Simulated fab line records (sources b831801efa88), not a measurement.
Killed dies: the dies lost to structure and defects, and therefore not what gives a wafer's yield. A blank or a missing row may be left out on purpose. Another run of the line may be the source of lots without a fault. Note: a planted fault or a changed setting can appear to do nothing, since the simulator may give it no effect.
Struck lot and sound lot, side by side | flow sfq-line | 18 steps out of a route of 325
Sound: wafers L933.3, L933.5, L933.6. Struck: wafers L932.2, L932.5, L932.6. Last of all comes the cause.
Per side, at each step with rows, come the tool, then ch with its chambers, and then its first start. Under that, the readings that differ: sound wafers | struck wafers | difference of the means | sigmas: that difference in standard deviations of wafers without a fault.
alike: same words and numbers on both sides, and readings whose means sit less than 2 such deviations apart. not compared: any withheld reading, any reading some wafer has no value for, any bound like >300 that may hide the same value, and any number with overlapping values for which the record gives no deviation.
Wherever a step has rows on one side only, a row that says differs or no value, or a row with sigmas, the two part there. Non-overlapping numbers with no deviation appear without sigmas and do not part them. A reading that every wafer of one side lacks parts them only if that side has two wafers or more.

SFQ_TRILAYER_M4_BARC_OPEN_METAL_ETCH_123: etches BARC in O2, target depth 125 nm, time 41.7 s.
  sound on rie-metal-04 ch 0,1, day 47 22:20; struck on rie-metal-04 ch 0,1, day 47 10:19
  alike: drypump-motor-current-A, oes-product-au
  not compared: rf-hours-counter-h
SFQ_TRILAYER_M4_ETCH_METAL_ETCH_096: etches Nb in Cl2/Ar, stops on SiO2, target depth 240 nm, time 120 s.
  sound on rie-metal-04 ch 0,1, day 47 22:25; struck on rie-metal-04 ch 0,1, day 47 10:23
  alike: drypump-motor-current-A, oes-product-au
  not compared: rf-hours-counter-h
SFQ_TRILAYER_M4_STRIP_STRIP_097: strips in O2.
  sound on rie-metal-04 ch 0,1, day 47 22:42; struck on rie-metal-04 ch 0,1, day 47 10:30
  alike: drypump-motor-current-A, oes-product-au
  not compared: rf-hours-counter-h
then, 2 steps without rows for these wafers: SFQ_TRILAYER_M4_STRIP_SOLV_CLEAN_098 (cleans in NMP, time 600 s); SFQ_TRILAYER_I4_DEP_PECVD_099 (deposits SiO2 from SiH4/N2O, time 111.11 s, target thk 500 nm).
SFQ_TRILAYER_I4_CMP_CMP_100: polishes SiO2.
  sound on cmp-02 ch 0,2,3, day 48 21:35; struck on cmp-02 ch 0,3, day 48 08:35
  alike: motor-current-A, platen-rpm, retaining-ring-pressure-frac, time-to-endpoint-s
SFQ_I4_BOW_MEAS_927:
  sound on film-metro-02, day 48 23:07; struck on film-metro-03, day 48 11:06
  alike: I4_BOW
SFQ_TRILAYER_I4_METRO_MEASURE_101:
  sound on film-metro-02, day 48 23:36; struck on film-metro-03, day 48 11:24
  alike: thk-nm
then, 4 steps without rows for these wafers: SFQ_TRILAYER_I4_VIA_LITHO_COAT_108 (resist thk 62 nm); SFQ_TRILAYER_I4_VIA_LITHO_COAT_103 (resist thk 650 nm); SFQ_TRILAYER_I4_VIA_LITHO_SOFTBAKE_107; SFQ_TRILAYER_I4_VIA_LITHO_EXPOSE_104 (exposes mask I4, target cd 700 nm).
-- the record jumps here: 5 days lie between the struck wafers' starts before and after --
SFQ_TRILAYER_I4_VIA_LITHO_PEB_106: peb time 60 s.
  sound on litho-track-01 ch 0, day 54 07:28; struck on litho-track-04 ch 0, day 53 17:02
  reading                  | sound                | struck            | difference                    | sigmas
  heater-power-total-W (W) | 79.15 79.21 79.19    | 85.18 85.20 85.18 | +6.00                         | +87
  plate-temp-C (C)         | 114.90 115.11 115.06 | - - -             | no value on the struck wafers |
then, 1 step without rows for these wafers: SFQ_TRILAYER_I4_VIA_LITHO_DEVELOP_105 (time 60 s).
SFQ_I4_OVL_MEAS_928:
  sound on overlay-01, day 54 07:44; struck on overlay-02, day 53 17:19
  alike: I4_OVL
SFQ_TRILAYER_I4_VIA_BARC_OPEN_VIA_ETCH_146: etches BARC in O2, target depth 125 nm, time 41.7 s.
  sound on rie-diel-03 ch 0,1, day 54 07:45; struck on rie-diel-03 ch 0,1,3, day 53 17:21
  reading             | sound             | struck            | difference | sigmas
  model.I4.cd-nm (nm) | 699.2 699.5 699.7 | 666.2 667.1 667.8 | -32.4      |
  alike: drypump-motor-current-A, oes-product-au
  not compared: rf-hours-counter-h
SFQ_TRILAYER_I4_VIA_ETCH_VIA_ETCH_106: etches SiO2 in CHF3, stops on Nb, target depth 260 nm.
  sound on rie-diel-03 ch 0,1, day 54 07:47; struck on rie-diel-03 ch 0,1,3, day 53 17:23
  reading             | sound             | struck            | difference | sigmas
  model.I4.cd-nm (nm) | 697.5 698.1 698.7 | 665.2 669.5 666.2 | -31.1      |
  alike: drypump-motor-current-A, oes-product-au
then, 1 step without rows for these wafers: SFQ_TRILAYER_I4_VIA_STRIP_STRIP_107 (strips in O2).

## WHERE THEY PART
Only at SFQ_TRILAYER_I4_VIA_LITHO_PEB_106, within this record. Later steps at which nothing parts them and some readings are alike: SFQ_I4_OVL_MEAS_928, SFQ_TRILAYER_I4_VIA_BARC_OPEN_VIA_ETCH_146, SFQ_TRILAYER_I4_VIA_ETCH_VIA_ETCH_106.

WHY: what the simulator had put in
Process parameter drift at SFQ_TRILAYER_I4_VIA_LITHO_PEB_106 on litho-track-04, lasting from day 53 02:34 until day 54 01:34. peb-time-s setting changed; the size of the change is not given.
